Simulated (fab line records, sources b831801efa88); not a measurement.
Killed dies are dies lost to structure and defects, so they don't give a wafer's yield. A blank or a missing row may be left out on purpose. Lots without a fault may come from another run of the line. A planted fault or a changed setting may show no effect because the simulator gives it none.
Which tool did it? | flow gf180mcu | 24 lots, 72 wafers sampled, at 6 steps of a route of 602

WHAT THE GAUGES READ, wafer by wafer
GF_V3_THK_MEAS_03. Usual: V3_CVD_02_THK 855 nm, standard deviation 10.
lot  | measured     | on            | V3_CVD_02_THK (nm) | flag
L074 | day 21 08:41 | film_metro-03 | 837 863 847        |
L075 | day 21 18:49 | film_metro-04 | 848 857 861        |
L076 | day 22 03:49 | film_metro-03 | 859 863 848        |
L077 | day 22 13:03 | film_metro-04 | 834 844 855        |
L078 | day 23 08:48 | film_metro-04 | 855 848 863        |
L079 | day 23 21:08 | film_metro-04 | 855 855 864        |
L080 | day 23 23:11 | film_metro-02 | 853 856 867        |
L081 | day 24 03:34 | film_metro-03 | 844 863 856        |
L082 | day 24 19:11 | film_metro-02 | 845 857 868        |
L083 | day 25 01:04 | film_metro-04 | 849 856 850        |
L084 | day 25 05:23 | film_metro-03 | 843 855 850        |
L085 | day 25 11:51 | film_metro-02 | 839 828 858        |
L086 | day 25 17:48 | film_metro-02 | 847 870 873        |
L087 | day 26 06:09 | film_metro-02 | 853 861 858        |
L088 | day 26 08:10 | film_metro-03 | 850 843 867        |
L089 | day 26 14:41 | film_metro-02 | 837 845 861        |
L090 | day 26 21:45 | film_metro-02 | 850 853 873        |
L091 | day 27 06:57 | film_metro-04 | 846 866 860        |
L092 | day 27 12:25 | film_metro-04 | 855 873 870        |
L093 | day 27 21:00 | film_metro-02 | 861 863 873        |
L094 | day 28 03:47 | film_metro-02 | 850 848 843        |
L095 | day 28 08:44 | film_metro-03 | 863 864 879        |
L096 | day 28 15:07 | film_metro-04 | 846 858 849        |
L097 | day 29 08:02 | film_metro-04 | 854 852 855        |

GF_V4_THK_MEAS_03. Usual: V4_CVD_02_THK 852 nm, standard deviation 10.
lot  | measured     | on            | V4_CVD_02_THK (nm) | flag
L074 | day 23 09:11 | film_metro-02 | 860 862 868        |
L075 | day 23 20:13 | film_metro-01 | 843 858 840        |
L076 | day 24 05:32 | film_metro-04 | 863 848 856        |
L077 | day 24 13:21 | film_metro-01 | 848 840 855        |
L078 | day 25 08:23 | film_metro-02 | 857 857 867        |
L079 | day 25 20:02 | film_metro-04 | 844 845 867        |
L080 | day 25 21:04 | film_metro-04 | 834 835 853        |
L081 | day 26 01:27 | film_metro-04 | 852 865 875        |
L082 | day 26 16:44 | film_metro-01 | 850 850 855        |
L083 | day 26 22:09 | film_metro-04 | 850 855 857        |
L084 | day 27 02:41 | film_metro-04 | 852 850 862        |
L085 | day 27 08:17 | film_metro-02 | 835 832 853        |
L086 | day 27 14:32 | film_metro-02 | 851 856 858        |
L087 | day 28 01:55 | film_metro-04 | 845 867 868        |
L088 | day 28 03:39 | film_metro-04 | 843 839 850        |
L089 | day 28 09:44 | film_metro-04 | 838 841 848        |
L090 | day 28 16:36 | film_metro-01 | 840 852 858        |
L091 | day 29 01:50 | film_metro-01 | 849 841 873        |
L092 | day 29 06:46 | film_metro-04 | 851 863 868        |
L093 | day 29 15:01 | film_metro-02 | 849 841 863        |
L094 | day 29 21:07 | film_metro-02 | 842 836 843        |
L095 | day 30 02:12 | film_metro-02 | 841 844 855        |
L096 | day 30 07:54 | film_metro-04 | 844 847 855        |
L097 | day 31 00:01 | film_metro-04 | 831 850 864        |

GF_V4_RS_MEAS_24: measures by four-point-probe. Usual: V4_W_RS 0.327 ohm/sq, standard deviation 0.0038.
lot  | measured     | on            | V4_W_RS (ohm/sq)  | flag
L074 | day 24 09:05 | film_metro-02 | 0.328 0.328 0.328 |
L075 | day 24 19:37 | film_metro-01 | 0.327 0.323 0.324 |
L076 | day 25 04:53 | film_metro-01 | 0.336 0.330 0.332 |
L077 | day 25 12:39 | film_metro-01 | 0.328 0.329 0.330 |
L078 | day 26 07:13 | film_metro-02 | 0.323 0.328 0.327 |
L079 | day 26 18:28 | film_metro-04 | 0.321 0.327 0.325 |
L080 | day 26 19:27 | film_metro-02 | 0.330 0.328 0.329 |
L081 | day 26 23:28 | film_metro-02 | 0.329 0.330 0.333 |
L082 | day 27 14:56 | film_metro-04 | 0.324 0.324 0.327 |
L083 | day 27 20:32 | film_metro-01 | 0.330 0.331 0.331 |
L084 | day 28 00:22 | film_metro-04 | 0.328 0.329 0.329 |
L085 | day 28 06:15 | film_metro-01 | 0.327 0.322 0.320 |
L086 | day 28 10:57 | film_metro-01 | 0.329 0.330 0.327 |
L087 | day 28 22:52 | film_metro-01 | 0.325 0.322 0.331 |
L088 | day 29 00:22 | film_metro-01 | 0.327 0.327 0.326 |
L089 | day 29 06:47 | film_metro-01 | 0.321 0.323 0.325 |
L090 | day 29 12:58 | film_metro-02 | 0.329 0.330 0.327 |
L091 | day 29 22:40 | film_metro-02 | 0.327 0.328 0.327 |
L092 | day 30 02:57 | film_metro-02 | 0.328 0.332 0.331 |
L093 | day 30 11:08 | film_metro-02 | 0.332 0.328 0.331 |
L094 | day 30 16:40 | film_metro-01 | 0.331 0.333 0.328 |
L095 | day 30 21:51 | film_metro-02 | 0.324 0.327 0.332 |
L096 | day 31 04:10 | film_metro-01 | 0.333 0.332 0.328 |
L097 | day 31 19:01 | film_metro-04 | 0.323 0.324 0.318 |

GF_TOP_METAL_OVL_MEAS_15. Usual: TOP_METAL_OVL -0.3 nm, standard deviation 1.5.
lot  | measured     | on         | TOP_METAL_OVL (nm) | flag
L074 | day 28 00:39 | overlay-01 | -0.2 -0.7 1.4      |
L075 | day 28 10:21 | overlay-02 | 0.3 -1.3 -0.4      |
L076 | day 28 19:07 | overlay-01 | -3.5 -1.7 -0.4     |
L077 | day 29 02:13 | overlay-01 | -2.6 -2.0 0.0      |
L078 | day 29 16:55 | overlay-02 | 0.9 0.1 0.7        |
L079 | day 30 05:20 | overlay-02 | 2.7 -0.1 2.2       |
L080 | day 30 06:17 | overlay-01 | -1.5 -3.3 -2.6     |
L081 | day 30 09:44 | overlay-02 | 0.2 -0.1 -2.3      |
L082 | day 31 00:00 | overlay-02 | 1.2 1.5 1.0        |
L083 | day 31 04:19 | overlay-01 | 0.8 1.4 -1.0       |
L084 | day 31 06:40 | overlay-01 | 2.1 0.7 -0.2       |
L085 | day 31 12:49 | overlay-02 | 0.1 0.4 2.1        |
L086 | day 31 17:43 | overlay-01 | -1.4 -0.4 -0.8     |
L087 | day 32 04:07 | overlay-02 | 0.6 0.5 0.0        |
L088 | day 32 05:08 | overlay-01 | -1.0 -3.0 -3.4     |
L089 | day 32 11:04 | overlay-02 | 0.3 0.5 -1.5       |
L090 | day 32 16:02 | overlay-02 | 2.6 -0.4 2.3       |
L091 | day 33 00:33 | overlay-01 | 0.9 0.6 0.2        |
L092 | day 33 04:21 | overlay-02 | 1.1 1.6 2.5        |
L093 | day 33 11:20 | overlay-01 | -1.9 -1.4 -1.6     |
L094 | day 33 15:23 | overlay-02 | -1.5 -2.9 -3.5     |
L095 | day 33 22:02 | overlay-01 | -2.5 -2.1 -0.5     |
L096 | day 34 02:28 | overlay-01 | 1.0 -1.5 0.5       |
L097 | day 34 15:21 | overlay-01 | 1.0 0.1 -1.3       |

WHICH TOOL RAN EACH LOT (tool, then ch and the chambers of the sampled wafers, then the start)
lot  | GF_V1_ETCH_17                                 | GF_V1_STRIP_18
L074 | rie_diel-04 ch 0,1, day 18 02:49 or earlier   | plasma_asher-04 ch 0,1, day 18 02:49
L075 | rie_diel-03 ch 1,2,3, day 18 11:11 or earlier | plasma_asher-02 ch 0,1, day 18 11:11
L076 | rie_diel-01 ch 0,2,3, day 18 21:55 or earlier | plasma_asher-04 ch 0,1, day 18 21:55
L077 | rie_diel-03 ch 0,3, day 19 07:45 or earlier   | plasma_asher-04 ch 0,1, day 19 07:45
L078 | rie_diel-03 ch 1,2,3, day 20 03:34 or earlier | plasma_asher-01 ch 0,1, day 20 03:34
L079 | rie_diel-03 ch 2,3, day 20 16:43 or earlier   | plasma_asher-02 ch 0,1, day 20 16:43
L080 | rie_diel-04 ch 1,2, day 20 19:45 or earlier   | plasma_asher-04 ch 0,1, day 20 19:45
L081 | rie_diel-01 ch 2,3, day 21 00:49 or earlier   | plasma_asher-01 ch 0, day 21 00:49
L082 | rie_diel-04 ch 2,3, day 21 17:41 or earlier   | plasma_asher-02 ch 0,1, day 21 17:41
L083 | rie_diel-01 ch 0,1,3, day 21 23:33 or earlier | plasma_asher-02 ch 0,1, day 21 23:33
L084 | rie_diel-01 ch 1,2, day 22 03:40 or earlier   | plasma_asher-04 ch 0,1, day 22 03:40
L085 | rie_diel-03 ch 0,2, day 22 11:19 or earlier   | plasma_asher-04 ch 0,1, day 22 11:19
L086 | rie_diel-03 ch 0,1,2, day 22 17:58 or earlier | plasma_asher-04 ch 1, day 22 17:58
L087 | rie_diel-01 ch 0,3, day 23 07:05 or earlier   | plasma_asher-02 ch 0,1, day 23 07:05
L088 | rie_diel-01 ch 0,2,3, day 23 10:25 or earlier | plasma_asher-04 ch 0,1, day 23 10:25
L089 | rie_diel-04 ch 1,2,3, day 23 14:48 or earlier | plasma_asher-04 ch 0,1, day 23 14:48
L090 | rie_diel-04 ch 0,1,3, day 24 01:04 or earlier | plasma_asher-01 ch 0,1, day 24 01:04
L091 | rie_diel-03 ch 1,2,3, day 24 09:31 or earlier | plasma_asher-02 ch 0,1, day 24 09:31
L092 | rie_diel-03 ch 0,2,3, day 24 16:36 or earlier | plasma_asher-01 ch 0,1, day 24 16:36
L093 | rie_diel-03 ch 0,2,3, day 25 01:21 or earlier | plasma_asher-01 ch 0,1, day 25 01:21
L094 | rie_diel-01 ch 0,1,2, day 25 08:49 or earlier | plasma_asher-02 ch 0,1, day 25 08:49
L095 | rie_diel-04 ch 1,2, day 25 13:00 or earlier   | plasma_asher-02 ch 0,1, day 25 13:00
L096 | rie_diel-04 ch 0,1,2, day 25 19:52 or earlier | plasma_asher-02 ch 1, day 25 19:52
L097 | rie_diel-04 ch 1,2,3, day 26 14:22 or earlier | plasma_asher-01 ch 0,1, day 26 14:22
- GF_V1_ETCH_17: etches SiO2 in C4F8/O2/Ar, stops on TiN, target depth 630 nm.
- GF_V1_STRIP_18: strips in O2/N2.

WHAT THE TOOLS THEMSELVES READ (means of the sampled wafers that have a number; where no wafer has one, the mark that the record gives instead)
GF_V1_ETCH_17. Usual: oes_product_au 0.855 a.u., standard deviation 0.0047.
lot  | tool        | oes_product_au (a.u.) | flag
L074 | rie_diel-04 | 0.854                 |
L075 | rie_diel-03 | 0.853                 |
L076 | rie_diel-01 | 0.857                 |
L077 | rie_diel-03 | 0.855                 |
L078 | rie_diel-03 | 0.858                 |
L079 | rie_diel-03 | 0.851                 |
L080 | rie_diel-04 | 0.857                 |
L081 | rie_diel-01 | 0.856                 |
L082 | rie_diel-04 | 0.854                 |
L083 | rie_diel-01 | 0.860                 |
L084 | rie_diel-01 | 0.859                 |
L085 | rie_diel-03 | 0.855                 |
L086 | rie_diel-03 | 0.852                 |
L087 | rie_diel-01 | 0.853                 |
L088 | rie_diel-01 | 0.860                 |
L089 | rie_diel-04 | 0.853                 |
L090 | rie_diel-04 | 0.852                 |
L091 | rie_diel-03 | 0.854                 |
L092 | rie_diel-03 | 0.857                 |
L093 | rie_diel-03 | 0.853                 |
L094 | rie_diel-01 | 0.859                 |
L095 | rie_diel-04 | 0.855                 |
L096 | rie_diel-04 | 0.855                 |
L097 | rie_diel-04 | 0.857                 |

GF_V1_STRIP_18. Usual: drypump_motor_current_A 5.8 A, standard deviation 0.34; heater_power_w 346 W, standard deviation 21; oes_product_au 0.593 a.u., standard deviation 0.005.
lot  | tool            | drypump_motor_current_A (A) | heater_power_w (W) | oes_product_au (a.u.) | flag
L074 | plasma_asher-04 | 5.6                         | 336                | 0.600                 |
L075 | plasma_asher-02 | 5.6                         | 359                | 0.593                 |
L076 | plasma_asher-04 | 5.8                         | 346                | 0.591                 |
L077 | plasma_asher-04 | 5.8                         | 348                | 0.594                 |
L078 | plasma_asher-01 | 6.0                         | 340                | 0.597                 |
L079 | plasma_asher-02 | 5.9                         | 345                | 0.590                 |
L080 | plasma_asher-04 | 5.8                         | 349                | 0.596                 |
L081 | plasma_asher-01 | 6.0                         | 324                | 0.589                 |
L082 | plasma_asher-02 | 5.6                         | 363                | 0.599                 |
L083 | plasma_asher-02 | 5.9                         | 350                | 0.582                 |
L084 | plasma_asher-04 | 5.6                         | 341                | 0.592                 |
L085 | plasma_asher-04 | 5.8                         | 344                | 0.595                 |
L086 | plasma_asher-04 | 5.3                         | 326                | 0.593                 |
L087 | plasma_asher-02 | 5.6                         | 360                | 0.593                 |
L088 | plasma_asher-04 | 5.8                         | 355                | 0.592                 |
L089 | plasma_asher-04 | 5.6                         | 339                | 0.591                 |
L090 | plasma_asher-01 | 6.0                         | 331                | 0.594                 |
L091 | plasma_asher-02 | 5.6                         | 367                | 0.601                 |
L092 | plasma_asher-01 | 6.0                         | 338                | 0.591                 |
L093 | plasma_asher-01 | 6.0                         | 339                | 0.593                 |
L094 | plasma_asher-02 | 5.9                         | 348                | 0.593                 |
L095 | plasma_asher-02 | 5.6                         | 363                | 0.589                 |
L096 | plasma_asher-02 | 5.4                         | 376                | 0.594                 |
L097 | plasma_asher-01 | 6.0                         | 340                | 0.591                 |

THE ANSWER, worked out from the rows above alone
Rule: a lot is off if the mean of its wafers that have a number lies more than 3 standard deviations from the usual mean. A lot without any number at a reading at which 4 lots or more have one is off too. The other lots that the step has rows for count as sound. The gauges are gone through in route order, then the tools' own readings, and for those a lot's mean is taken as printed above. The first step at which some lot is off is used, and at that step the reading that is off furthest; a lot without a number counts as furthest.
No lot is off at any reading shown: from this, nothing can be told.

WHAT THE SIMULATOR HAD PUT IN
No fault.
